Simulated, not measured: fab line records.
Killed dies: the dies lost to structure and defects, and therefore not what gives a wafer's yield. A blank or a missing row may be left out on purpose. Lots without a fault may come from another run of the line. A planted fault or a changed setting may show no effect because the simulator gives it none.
8D (eight disciplines) problem report, filled in by code    flow sfq-line    the parts of the form that need people (team, actions taken, sign-off) are left out

== 1. THE ISSUE ==
Wafers without a fault read 182.4 W, standard deviation 0.59; rf-fwd-power-W at SFQ_TRILAYER_I6_DEP_PECVD_165 reads a mean of 108.9 W on 6 wafers belonging to 2 lots. So: -99 or more standard deviations from the usual mean.
The step: deposits SiO2 from SiH4/N2O, time 111.11 s, target thk 500 nm.
Earliest sighting: wafer L448.1 on pecvd-02 at day 61 18:01. The record has a number at this step for 42 wafers belonging to 14 lots. By rule, "out" or "out of limits" means more than 4 standard deviations away from the usual mean. Any other wafer with a number is counted as sound.

== 2. WHAT IT IS, AND WHAT IT ISN'T ==
question                     is                      is not
which readings at this step  rf-fwd-power-W          heater-power-w, throttle-valve-pct
which lots                   L448, L450              L430, L431, L433, L434, L435, L437, L438, L439, L443, L449, L451, L453
which wafers of those lots   all that have a number  -
read on which tools          pecvd-02                pecvd-01, pecvd-03
when                         from day 61 18:01       up to then (27 sound wafers); but 9 sound wafers of L449, L451, L453 came after

== 3. THE SUSPECTS, EACH WITH WHAT RULES IT OUT ==
Counting: a tool at a process step up to the reading stays a suspect if it ran every lot that is out and no sound lot after the first of them.
- pecvd-02 at SFQ_TRILAYER_I6_DEP_PECVD_165 (deposits SiO2 from SiH4/N2O, time 111.11 s, target thk 500 nm): kept. It processed each lot that is out, first L448 at day 61 18:01, and no sound lot thereafter; up to then, the last sound lot it processed was L435 at day 58 10:01. Its own rf-fwd-power-W readings are out on those wafers.
The count leaves pecvd-02 at SFQ_TRILAYER_I6_DEP_PECVD_165.

== 4. THE CAUSE (what the simulator had put in) ==
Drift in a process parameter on pecvd-02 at SFQ_TRILAYER_I6_DEP_PECVD_165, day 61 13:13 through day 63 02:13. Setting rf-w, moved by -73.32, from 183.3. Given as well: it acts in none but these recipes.
Only this tool survived the counting.

== 5. SEQUENCE OF EFFECTS, ordered by route ==
Each row: a reading where the mean over the struck wafers with a number is more than 3 standard deviations away from the usual. Scope: only readings with a usual standard deviation given in the record; hours: median across lots of the time from each lot's start at the first step in this table that gives one to its start at this step; sigmas: change in usual standard deviations.
hours  step                           reading             usual    on struck wafers  change  sigmas
0      SFQ_TRILAYER_I6_DEP_PECVD_165  rf-fwd-power-W      182.4 W  108.9             -73.5   -99 or more
0      SFQ_TRILAYER_I6_DEP_PECVD_165  showerhead-vpp-V    828 V    656               -172    -4.0
35     SFQ_TRILAYER_I6_CMP_CMP_166    time-to-endpoint-s  212 s    154               -58     -7.1
Process steps it contains:
- SFQ_TRILAYER_I6_DEP_PECVD_165: deposits SiO2 from SiH4/N2O, time 111.11 s, target thk 500 nm.
- SFQ_TRILAYER_I6_CMP_CMP_166: polishes SiO2.

== 6. HOW IT WOULD HAVE BEEN CAUGHT EARLIER ==
The fault began at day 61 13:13; the first out-of-limits reading in this record came at day 61 18:01, 5 hours later.
